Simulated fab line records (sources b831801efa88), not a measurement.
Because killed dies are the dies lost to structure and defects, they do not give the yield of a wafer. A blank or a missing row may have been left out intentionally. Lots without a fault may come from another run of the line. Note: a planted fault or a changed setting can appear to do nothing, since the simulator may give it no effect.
fab line records | flow sky130
record lots=5 | wafers=15 | last-day=50
route steps=708 shown VIA3@589 METAL4@598 PAD_OPEN@708
lots with no fault: from the same line, run without faults
start-h: the number of hours between the record's first day and the start of the first shown wafer of the lot | wait-h: hours from the lot's prior step to this one | " unchanged from the row above | L1.1+2: a single row standing in for several wafers | - no value, or no start given | * or withheld: withheld | < > ~ a bound
route shown NAME@n: NAME is a module with steps in the file, n the number in the route of the first one | usual: the fault-free wafers' mean and standard deviation | same: alike in all rows | chamber/n: place in a boat | sites: readings site by site | _std_site: the standard deviation of these | _edge_site: mean of outer sites minus mean of inner sites | radius-mm: how far each site lies from the wafer's centre | mask NAME#n: copy n | behind: the tool/chamber that last shaped the wafer | hold: why the lot was held/for how many hours/how that ended | device: which transistor (n, p or np) failed to switch | end of line: tests run on the same wafers once the route is complete | a step with no rows: only its recipe | killed: not the wafer's yield, but the dies lost to structure and defects at the first sort | map: a wafer's dies, x killed, . not, _ none there
set.NAME: the setting the step ran with; set.NAME@STEP: the setting that earlier step ran with | model.NAME: the simulator's own value behind a step, which no gauge read
lots at selected steps of the route; one table per step, one row per wafer
services: the hour from which a tool's chamber was out of use, counted from the record's first day as start-h (under 0 if before that day), plus the number of hours and why
## steps
# step SKY_VIA3_STRIP_16
# recipe chemistry=O2/N2 | power-w=1400 | pressure-mtorr=1500 | platen-temp-c=withheld | o2-flow-sccm=3000 | n2-flow-sccm=300 | overash-fraction=0.5
# usual chamber-pressure-mTorr=1500.0/1.3 | drypump-motor-current-A=5.5/0.56 | n2-flow-sccm=300.1/0.88 | oes-product-au=0.402/0.0048 | strip-time-to-endpoint-s=4.121/0.019
lot.wafer | tool            | chamber | start-h | wait-h | chamber-pressure-mTorr | drypump-motor-current-A | n2-flow-sccm | oes-product-au | rf-hours-counter-h | strip-time-to-endpoint-s
L313.4    | plasma-asher-02 | 0       | 949.15  | 0.1    | 1499.7                 | 6.2                     | 299.2        | 0.407          | -                  | 4.126
L313.5    | "               | 1       | "       | "      | 1499.0                 | 5.8                     | 299.9        | 0.402          | -                  | 4.112
L313.6    | "               | 0       | "       | "      | 1501.1                 | 6.2                     | 300.1        | 0.405          | -                  | 4.148
L316.1    | plasma-asher-03 | 0       | 974.97  | 0.0    | 1499.3                 | 5.7                     | 300.2        | 0.401          | 87                 | 4.166
L316.2    | "               | 1       | "       | "      | 1499.9                 | 4.7                     | 299.5        | 0.399          | 87                 | 4.106
L316.4    | "               | 0       | "       | "      | 1498.2                 | 5.7                     | 300.2        | 0.405          | -                  | 4.148
L323.2    | plasma-asher-03 | 1       | 1018.02 | 0.0    | 1500.9                 | 4.7                     | 299.5        | 0.395          | 91                 | 4.153
L323.3    | "               | 0       | "       | "      | 1498.4                 | 5.7                     | 300.2        | 0.402          | -                  | 4.116
L323.6    | "               | 0       | "       | "      | 1499.9                 | 5.7                     | 298.9        | 0.405          | -                  | 4.110
L324.1    | plasma-asher-01 | 0       | 1021.81 | 0.0    | 1500.0                 | 4.9                     | 299.8        | 0.398          | 56                 | 4.113
L324.4    | "               | 1       | "       | "      | 1500.2                 | 5.5                     | 299.8        | 0.405          | -                  | 4.125
L324.6    | "               | 1       | "       | "      | 1500.4                 | 5.5                     | 300.9        | 0.403          | -                  | 4.146
L333.2    | plasma-asher-01 | 1       | 1074.76 | 0.0    | 1501.5                 | 5.5                     | 300.6        | 0.404          | 61                 | 4.124
L333.5    | "               | 1       | "       | "      | 1498.8                 | 5.5                     | 300.4        | 0.408          | -                  | 4.120
L333.6    | "               | 0       | "       | "      | 1499.1                 | 4.9                     | 298.6        | 0.413          | -                  | 4.149
# step SKY_VIA3_STRIP_17
# recipe chemistry=post-etch-residue-remover | time-s=1200 | temp-c=72.5
# step SKY_VIA3_CLEAN_18
# recipe chemistry=IPA | time-s=180 | temp-c=25
# step SKY_VIA3_CLEAN_19
# recipe chemistry=O3/DIW | dry=n2-spin
# step SKY_VIA3_SPUTTER_20
# recipe material=TiN | target-thk-nm=20 | chamber-pressure-pa=5 | power-w=4000 | time-s=80
# usual cathode-dc-power-W=3999.9/0.75 | throttle-valve-pct=29.9/1
lot.wafer | tool           | chamber | start-h | wait-h | cathode-dc-power-W | throttle-valve-pct
L313.4    | pvd-sputter-04 | -       | 949.75  | 0.0    | 4000.1             | 30.3
L313.5    | "              | -       | "       | "      | 4000.4             | 30.2
L313.6    | "              | -       | "       | "      | 4000.6             | 29.1
L316.1    | pvd-sputter-02 | -       | 975.60  | 0.0    | 4001.2             | 28.9
L316.2    | "              | -       | "       | "      | 3999.4             | 29.6
L316.4    | "              | -       | "       | "      | 3999.0             | 30.9
L323.2    | pvd-sputter-04 | -       | 1018.62 | 0.0    | 3999.8             | 29.2
L323.3    | "              | -       | "       | "      | 4000.5             | 29.7
L323.6    | "              | -       | "       | "      | 4000.2             | 29.1
L324.1    | pvd-sputter-01 | -       | 1022.43 | 0.0    | 3998.9             | 29.6
L324.4    | "              | -       | "       | "      | 3999.1             | 29.4
L324.6    | "              | -       | "       | "      | 4000.4             | 32.3
L333.2    | pvd-sputter-04 | -       | 1075.35 | 0.0    | 4000.4             | 30.5
L333.5    | "              | -       | "       | "      | 4000.1             | 29.1
L333.6    | "              | -       | "       | "      | 3999.5             | 29.0
# step SKY_VIA3_CVD_21
# recipe material=W | target-thk-nm=390 | time-s=117.31 | temp-c=400 | pressure-torr=40
# usual heater-power-w=759/20
lot.wafer | tool     | chamber | start-h | wait-h | heater-power-w
L313.4    | cvd-w-01 | 0       | 949.82  | 0.0    | 761
L313.5    | "        | 1       | "       | "      | 760
L313.6    | "        | 0       | "       | "      | 779
L316.1    | cvd-w-01 | 1       | 975.66  | 0.0    | 760
L316.2    | "        | 0       | "       | "      | 758
L316.4    | "        | 0       | "       | "      | 759
L323.2    | cvd-w-01 | 1       | 1018.72 | 0.1    | 761
L323.3    | "        | 1       | "       | "      | 755
L323.6    | "        | 1       | "       | "      | 746
L324.1    | cvd-w-01 | 0       | 1022.49 | 0.0    | 759
L324.4    | "        | 0       | "       | "      | 769
L324.6    | "        | 1       | "       | "      | 757
L333.2    | cvd-w-02 | 1       | 1075.41 | 0.0    | 725
L333.5    | "        | 1       | "       | "      | 730
L333.6    | "        | 0       | "       | "      | 766
# step SKY_VIA3_RS_MEAS_22
# recipe thk-meas-gauge=four-point-probe | reads=W_of_VIA3_CVD_21+TiN_of_VIA3_SPUTTER_20
# usual VIA3_W_RS=0.2943/0.003
lot.wafer | tool          | chamber | start-h | wait-h | VIA3_W_RS[ohm/sq]
L313.4    | film-metro-01 | -       | 949.96  | 0.1    | 0.2932
L313.5    | "             | -       | "       | "      | 0.2948
L313.6    | "             | -       | "       | "      | 0.2929
L316.1    | film-metro-04 | -       | 975.78  | 0.1    | 0.2941
L316.2    | "             | -       | "       | "      | 0.2926
L316.4    | "             | -       | "       | "      | 0.2951
L323.2    | film-metro-04 | -       | 1018.94 | 0.2    | 0.2948
L323.3    | "             | -       | "       | "      | 0.2933
L323.6    | "             | -       | "       | "      | 0.3000
L324.1    | film-metro-02 | -       | 1022.61 | 0.1    | 0.2903
L324.4    | "             | -       | "       | "      | 0.2916
L324.6    | "             | -       | "       | "      | 0.2856
L333.2    | film-metro-01 | -       | 1075.55 | 0.1    | 0.2934
L333.5    | "             | -       | "       | "      | 0.2959
L333.6    | "             | -       | "       | "      | 0.2967
# step SKY_VIA3_THK_MEAS_23
# recipe thk-meas-gauge=xrf | reads=W_of_VIA3_CVD_21
# usual VIA3_W_THK=399/6.2
lot.wafer | tool          | chamber | start-h | wait-h | VIA3_W_THK[nm]
L313.4    | film-metro-01 | -       | 950.05  | 0.1    | 401
L313.5    | "             | -       | "       | "      | 398
L313.6    | "             | -       | "       | "      | 402
L316.1    | film-metro-04 | -       | 975.90  | 0.1    | 403
L316.2    | "             | -       | "       | "      | 407
L316.4    | "             | -       | "       | "      | 403
L323.2    | film-metro-04 | -       | 1019.05 | 0.1    | 404
L323.3    | "             | -       | "       | "      | 405
L323.6    | "             | -       | "       | "      | 396
L324.1    | film-metro-02 | -       | 1022.73 | 0.1    | 402
L324.4    | "             | -       | "       | "      | 400
L324.6    | "             | -       | "       | "      | 408
L333.2    | film-metro-01 | -       | 1075.66 | 0.1    | 395
L333.5    | "             | -       | "       | "      | 390
L333.6    | "             | -       | "       | "      | 391
# step SKY_VIA3_CMP_24
# recipe stop-on=SiO2 | t-overpolish-s=20 | down-force-psi=3.5 | platen-rpm=60 | target-thk-nm=0 | pad-velocity-m-s=0.94248
# step SKY_METAL4_SPUTTER_00
# recipe material=Ti | target-thk-nm=15 | power-w=3000 | time-s=10 | chamber-pressure-pa=0.4058
# step SKY_METAL4_SPUTTER_01
# recipe material=TiN | target-thk-nm=20 | power-w=6500 | time-s=16.7 | chamber-pressure-pa=0.4
# step SKY_METAL4_SPUTTER_02
# recipe material=AlCu | target-thk-nm=735 | power-w=10600 | time-s=39.1 | chamber-pressure-pa=0.4
# usual cathode-dc-power-W=10600/2 | throttle-valve-pct=29.5/0.86
lot.wafer | tool           | chamber | start-h | wait-h | cathode-dc-power-W | throttle-valve-pct
L313.4    | pvd-sputter-01 | -       | 950.43  | 0.0    | 10600              | 29.8
L313.5    | "              | -       | "       | "      | 10600              | 29.7
L313.6    | "              | -       | "       | "      | 10598              | 28.8
L316.1    | pvd-sputter-04 | -       | 976.51  | 0.0    | 10601              | 28.8
L316.2    | "              | -       | "       | "      | 10602              | 30.0
L316.4    | "              | -       | "       | "      | 10599              | 30.3
L323.2    | pvd-sputter-03 | -       | 1019.45 | 0.0    | 10602              | 29.5
L323.3    | "              | -       | "       | "      | 10596              | 28.7
L323.6    | "              | -       | "       | "      | 10599              | 28.6
L324.1    | pvd-sputter-01 | -       | 1023.14 | 0.0    | 10600              | 28.5
L324.4    | "              | -       | "       | "      | 10599              | 29.6
L324.6    | "              | -       | "       | "      | 10601              | 32.6
L333.2    | pvd-sputter-04 | -       | 1076.20 | 0.0    | 10597              | 30.4
L333.5    | "              | -       | "       | "      | 10599              | 29.1
L333.6    | "              | -       | "       | "      | 10600              | 29.2
# step SKY_METAL4_SPUTTER_03
# recipe material=Ti | target-thk-nm=5 | power-w=3000 | time-s=3.3 | chamber-pressure-pa=0.4
# usual cathode-dc-power-W=3000.0/0.51 | throttle-valve-pct=29.5/0.84
lot.wafer | tool           | chamber | start-h | wait-h | cathode-dc-power-W | throttle-valve-pct | model.Ti_of_METAL4_SPUTTER_03.thk-nm
L313.4    | pvd-sputter-01 | -       | 950.47  | 0.0    | 3000.4             | 29.8               | 4.883
L313.5    | "              | -       | "       | "      | 3000.4             | 29.8               | 4.938
L313.6    | "              | -       | "       | "      | 2999.1             | 28.8               | 4.855
L316.1    | pvd-sputter-04 | -       | 976.55  | 0.0    | 3000.3             | 28.9               | 4.933
L316.2    | "              | -       | "       | "      | 3001.0             | 30.2               | 4.91
L316.4    | "              | -       | "       | "      | 3001.1             | 30.3               | 4.93
L323.2    | pvd-sputter-03 | -       | 1019.49 | 0.0    | 3000.3             | 29.4               | 5.04
L323.3    | "              | -       | "       | "      | 3000.0             | 28.6               | 5.167
L323.6    | "              | -       | "       | "      | 3000.3             | 28.6               | 5.127
L324.1    | pvd-sputter-01 | -       | 1023.18 | 0.0    | 2999.8             | 28.5               | 4.941
L324.4    | "              | -       | "       | "      | 2999.0             | 29.5               | 4.863
L324.6    | "              | -       | "       | "      | 2877.1             | 32.2               | 4.636
L333.2    | pvd-sputter-04 | -       | 1076.24 | 0.0    | 2999.4             | 30.5               | 4.918
L333.5    | "              | -       | "       | "      | 2999.4             | 29.4               | 4.739
L333.6    | "              | -       | "       | "      | 3000.3             | 29.0               | 4.873
# step SKY_METAL4_SPUTTER_04
# recipe material=TiN | target-thk-nm=70 | power-w=6500 | time-s=58.3 | chamber-pressure-pa=0.4
# usual cathode-dc-power-W=6500.0/1.2 | throttle-valve-pct=29.5/0.87
lot.wafer | tool           | chamber | start-h | wait-h | cathode-dc-power-W | throttle-valve-pct
L313.4    | pvd-sputter-01 | -       | 950.49  | 0.0    | 6499.6             | 29.7
L313.5    | "              | -       | "       | "      | 6499.3             | 29.8
L313.6    | "              | -       | "       | "      | 6499.2             | 28.3
L316.1    | pvd-sputter-04 | -       | 976.57  | 0.0    | 6502.2             | 28.9
L316.2    | "              | -       | "       | "      | 6498.6             | 30.0
L316.4    | "              | -       | "       | "      | 6499.5             | 30.7
L323.2    | pvd-sputter-03 | -       | 1019.51 | 0.0    | 6498.5             | 29.6
L323.3    | "              | -       | "       | "      | 6500.5             | 28.8
L323.6    | "              | -       | "       | "      | 6502.1             | 28.9
L324.1    | pvd-sputter-01 | -       | 1023.20 | 0.0    | 6497.9             | 28.6
L324.4    | "              | -       | "       | "      | 6499.9             | 29.9
L324.6    | "              | -       | "       | "      | 6500.8             | 32.3
L333.2    | pvd-sputter-04 | -       | 1076.26 | 0.0    | 6499.0             | 30.4
L333.5    | "              | -       | "       | "      | 6501.0             | 29.3
L333.6    | "              | -       | "       | "      | 6498.2             | 29.2
# step SKY_PAD_OPEN_PROBE_99
# usual defect-limited-yield=82.6/1.9 | killed_at_M0_to_M3=43/6.9 | killed_at_M4_up=3.2/2 | killed-at-contacts=25/5.1 | killed-at-front-end=15/4.5 | killed-at-other=0.2/0.51 | killed-dies=85/9.5 | killed-on-rim=16/3.7 | killed-open=48/6.9 | killed-short=38/6.7 | sort_bin_3_pad_short=0.8/0.4 | sort_bin_5_function=10.2/1.6 | sort_bin_6_memory=6.4/1.1 | sort-n-pass=407/9.5 | sort-yield-pct=82.6/1.9
# same gross-dies=492 | killed-at-back-side=0 | sort_bin_4_leakage[%]=0 | sort_bin_8_speed[%]=0
lot.wafer | tool      | chamber | start-h | wait-h | defect-limited-yield[%] | killed_at_M0_to_M3 | killed_at_M4_up | killed-at-contacts | killed-at-front-end | killed-at-other | killed-dies | killed-on-rim | killed-open | killed-short | sort_bin_3_pad_short[%] | sort_bin_5_function[%] | sort_bin_6_memory[%] | sort-n-pass | sort-yield-pct[%]
L313.4    | prober-01 | -       | 1094.10 | 0.2    | 85.4                    | 35                 | 4               | 22                 | 11                  | 0               | 72          | 12            | 38          | 34           | 0.4                     | 8.9                    | 5.3                  | 420         | 85.4
L313.5    | prober-01 | -       | 1094.15 | 0.2    | 81.3                    | 50                 | 5               | 25                 | 12                  | 0               | 92          | 26            | 42          | 50           | 0.8                     | 8.9                    | 8.9                  | 400         | 81.3
L313.6    | prober-01 | -       | 1094.20 | 0.2    | 80.7                    | 44                 | 2               | 28                 | 20                  | 1               | 95          | 29            | 49          | 46           | 0.8                     | 11.8                   | 6.7                  | 397         | 80.7
L316.1    | prober-02 | -       | 1117.66 | 0.1    | 84.6                    | 39                 | 1               | 17                 | 19                  | 0               | 76          | 16            | 44          | 32           | 0.6                     | 10.4                   | 4.5                  | 416         | 84.6
L316.2    | prober-02 | -       | 1117.71 | 0.1    | 81.1                    | 42                 | 9               | 25                 | 16                  | 1               | 93          | 15            | 41          | 52           | 0.8                     | 9.8                    | 8.3                  | 399         | 81.1
L316.4    | prober-02 | -       | 1117.81 | 0.2    | 79.9                    | 40                 | 3               | 30                 | 26                  | 0               | 99          | 22            | 55          | 44           | 0.8                     | 11.8                   | 7.5                  | 393         | 79.9
L323.2    | prober-01 | -       | 1150.06 | 0.1    | 84.3                    | 43                 | 1               | 16                 | 17                  | 0               | 77          | 7             | 44          | 33           | 0.4                     | 8.3                    | 6.9                  | 415         | 84.3
L323.3    | prober-01 | -       | 1150.11 | 0.2    | 81.9                    | 37                 | 6               | 32                 | 14                  | 0               | 89          | 11            | 53          | 36           | 0.6                     | 12.8                   | 4.7                  | 403         | 81.9
L323.6    | prober-01 | -       | 1150.26 | 0.2    | 83.3                    | 43                 | 3               | 19                 | 16                  | 1               | 82          | 18            | 54          | 28           | 0.8                     | 10.8                   | 5.1                  | 410         | 83.3
L324.1    | prober-02 | -       | 1152.47 | 0.1    | 84.6                    | 36                 | 4               | 25                 | 11                  | 0               | 76          | 12            | 43          | 33           | 1.4                     | 9.3                    | 4.7                  | 416         | 84.6
L324.4    | prober-02 | -       | 1152.62 | 0.2    | 82.1                    | 49                 | 2               | 27                 | 10                  | 0               | 88          | 13            | 49          | 39           | 0                       | 10.4                   | 7.5                  | 404         | 82.1
L324.6    | prober-02 | -       | 1152.72 | 0.2    | 78.9                    | 65                 | 1               | 24                 | 13                  | 1               | 104         | 21            | 62          | 42           | 1.6                     | 12.6                   | 6.9                  | 388         | 78.9
L333.2    | prober-01 | -       | 1194.63 | 0.1    | 83.5                    | 43                 | 4               | 24                 | 9                   | 1               | 81          | 9             | 53          | 28           | 1.0                     | 8.5                    | 6.9                  | 411         | 83.5
L333.5    | prober-01 | -       | 1194.78 | 0.2    | 82.9                    | 37                 | 3               | 27                 | 16                  | 1               | 84          | 15            | 47          | 37           | 0.8                     | 9.3                    | 6.9                  | 408         | 82.9
L333.6    | prober-01 | -       | 1194.83 | 0.2    | 80.5                    | 46                 | 2               | 26                 | 22                  | 0               | 96          | 18            | 48          | 48           | 1.2                     | 13.6                   | 4.7                  | 396         | 80.5
# killed by level:class
L313.4 LI_CONTACT:geometric-particle:open=8 VIA1:geometric-particle:open=7 CONTACT:geometric-particle:open=5 VIA2:geometric-particle:open=5 POLY_GATE:geometric-particle:open=4 CONTACT:geometric-particle:short=4 METAL3:geometric-particle:short=4 VIA1:geometric-particle:short=4
L313.5 METAL1:geometric-particle:short=10 VIA2:geometric-particle:open=9 CONTACT:geometric-particle:open=8 VIA1:geometric-particle:open=8 LOCAL_INTERCONNECT:geometric-particle:short=7 VIA3:geometric-particle:open=5 LI_CONTACT:geometric-particle:open=5 VIA3:geometric-particle:short=5
L313.6 VIA1:geometric-particle:open=12 CONTACT:geometric-particle:open=11 LI_CONTACT:geometric-particle:open=8 METAL1:geometric-particle:short=7 METAL2:geometric-particle:short=7 POLY_GATE:geometric-particle:short=6 LI_CONTACT:geometric-particle:short=6 FIELD_ISO:geometric-particle:short=4
L316.1 VIA1:geometric-particle:open=8 METAL2:geometric-particle:short=8 LI_CONTACT:geometric-particle:open=6 VIA2:geometric-particle:open=6 CONTACT:geometric-particle:short=5 POLY_GATE:geometric-particle:open=4 VIA3:geometric-particle:open=4 CONTACT:geometric-particle:open=4
L316.2 VIA1:geometric-particle:open=10 CONTACT:geometric-particle:short=8 CONTACT:geometric-particle:open=8 VIA2:geometric-particle:open=6 METAL4:geometric-particle:short=6 VIA1:geometric-particle:short=5 POLY_GATE:geometric-particle:short=5 LI_CONTACT:geometric-particle:open=5
L316.4 FIELD_ISO:geometric-particle:open=15 CONTACT:geometric-particle:open=11 VIA1:geometric-particle:open=9 FIELD_ISO:geometric-particle:short=6 VIA1:geometric-particle:short=6 LI_CONTACT:geometric-particle:open=5 CONTACT:geometric-particle:short=5 VIA3:geometric-particle:open=5
L323.2 VIA1:geometric-particle:open=12 VIA3:geometric-particle:open=7 VIA1:geometric-particle:short=7 CONTACT:geometric-particle:open=6 CONTACT:geometric-particle:short=5 SPACER:geometric-particle:open=4 FIELD_ISO:geometric-particle:open=3 METAL1:geometric-particle:short=3
L323.3 CONTACT:geometric-particle:open=11 VIA1:geometric-particle:open=10 LI_CONTACT:geometric-particle:open=8 CONTACT:geometric-particle:short=6 VIA2:geometric-particle:open=6 LOCAL_INTERCONNECT:geometric-particle:short=5 VIA3:geometric-particle:open=5 FIELD_ISO:geometric-particle:open=4
L323.6 VIA1:geometric-particle:open=12 VIA1:geometric-particle:short=8 VIA3:geometric-particle:open=8 CONTACT:geometric-particle:open=6 VIA2:geometric-particle:open=6 FIELD_ISO:geometric-particle:short=4 LI_CONTACT:geometric-particle:open=4 FIELD_ISO:geometric-particle:open=3
L324.1 VIA1:geometric-particle:open=10 LI_CONTACT:geometric-particle:open=8 CONTACT:geometric-particle:open=8 VIA1:geometric-particle:short=8 VIA3:geometric-particle:open=5 FIELD_ISO:geometric-particle:open=4 POLY_GATE:geometric-particle:short=4 METAL2:geometric-particle:short=4
L324.4 VIA1:geometric-particle:open=14 CONTACT:geometric-particle:open=11 VIA1:geometric-particle:short=9 VIA2:geometric-particle:open=8 LI_CONTACT:geometric-particle:open=5 LOCAL_INTERCONNECT:geometric-particle:short=5 VIA3:geometric-particle:open=5 CONTACT:geometric-particle:short=4
L324.6 VIA1:geometric-particle:open=21 VIA3:geometric-particle:open=11 METAL1:geometric-particle:short=8 LI_CONTACT:geometric-particle:open=8 VIA1:geometric-particle:short=8 VIA2:geometric-particle:open=6 CONTACT:geometric-particle:open=6 LOCAL_INTERCONNECT:geometric-particle:short=5
L333.2 CONTACT:geometric-particle:open=15 VIA1:geometric-particle:open=10 VIA3:geometric-particle:open=7 METAL1:geometric-particle:short=4 METAL1:geometric-particle:open=4 VIA1:geometric-particle:short=4 POLY_GATE:geometric-particle:open=3 LI_CONTACT:geometric-particle:open=3
L333.5 LI_CONTACT:geometric-particle:open=8 VIA1:geometric-particle:open=8 VIA3:geometric-particle:open=8 FIELD_ISO:geometric-particle:short=5 CONTACT:geometric-particle:open=5 LI_CONTACT:geometric-particle:short=5 FIELD_ISO:geometric-particle:open=4 METAL2:geometric-particle:short=4
L333.6 LI_CONTACT:geometric-particle:open=10 VIA2:geometric-particle:open=10 METAL1:geometric-particle:short=8 VIA1:geometric-particle:open=7 CONTACT:geometric-particle:short=7 METAL2:geometric-particle:short=7 FIELD_ISO:geometric-particle:short=6 FIELD_ISO:geometric-particle:open=5
## services
tool            | chamber | start-h | hours | kind
pvd-sputter-04  | 3       | 938.79  | -     | consumable-replace:kit
pvd-sputter-04  | 3       | 938.79  | 18.0  | scheduled-down
pvd-sputter-04  | 3       | 938.79  | 18.0  | vent-cycle
cvd-w-01        | -       | 942.87  | 1.1   | repair
pvd-sputter-04  | -       | 957.61  | 5.4   | repair
plasma-asher-03 | -       | 964.60  | 3.2   | repair
pvd-sputter-02  | -       | 977.21  | 2.0   | repair
pvd-sputter-04  | -       | 1001.08 | 3.2   | repair
cvd-w-01        | 0       | 1014.71 | 5.1   | repair
pvd-sputter-02  | 0       | 1036.64 | -     | consumable-replace:kit
pvd-sputter-02  | 0       | 1036.64 | 18.0  | scheduled-down
pvd-sputter-02  | 0       | 1036.64 | 18.0  | vent-cycle
plasma-asher-01 | -       | 1037.59 | 4.2   | repair
plasma-asher-02 | -       | 1044.17 | 3.9   | repair
pvd-sputter-03  | 3       | 1054.92 | -     | consumable-replace:kit
pvd-sputter-03  | 3       | 1054.92 | 18.0  | scheduled-down
pvd-sputter-03  | 3       | 1054.92 | 18.0  | vent-cycle
pvd-sputter-04  | 2       | 1061.42 | -     | consumable-replace:kit
pvd-sputter-04  | 2       | 1061.42 | 18.0  | scheduled-down
pvd-sputter-04  | 2       | 1061.42 | 18.0  | vent-cycle
## key
first-sign step=SKY_METAL4_SPUTTER_03 | reading=cathode-dc-power-W | direction=down | sigmas=99+ | usual=3000.0 | struck=2877.1
effect none on later readings
model-effect step=SKY_METAL4_SPUTTER_03 | value=Ti_of_METAL4_SPUTTER_03.thk-nm | without=4.841 | struck=4.636
met-at SKY_METAL4_SPUTTER_03
struck-wafers L324.6
fault kind=process-parameter-drift | tool=pvd-sputter-01 | chamber=- | onset-h=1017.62 | steps=SKY_METAL4_SPUTTER_03 | channel=power-w | offset=* | shape=step | end-h=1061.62 | acts-in=* | stated=* | scope=struck-wafers-only
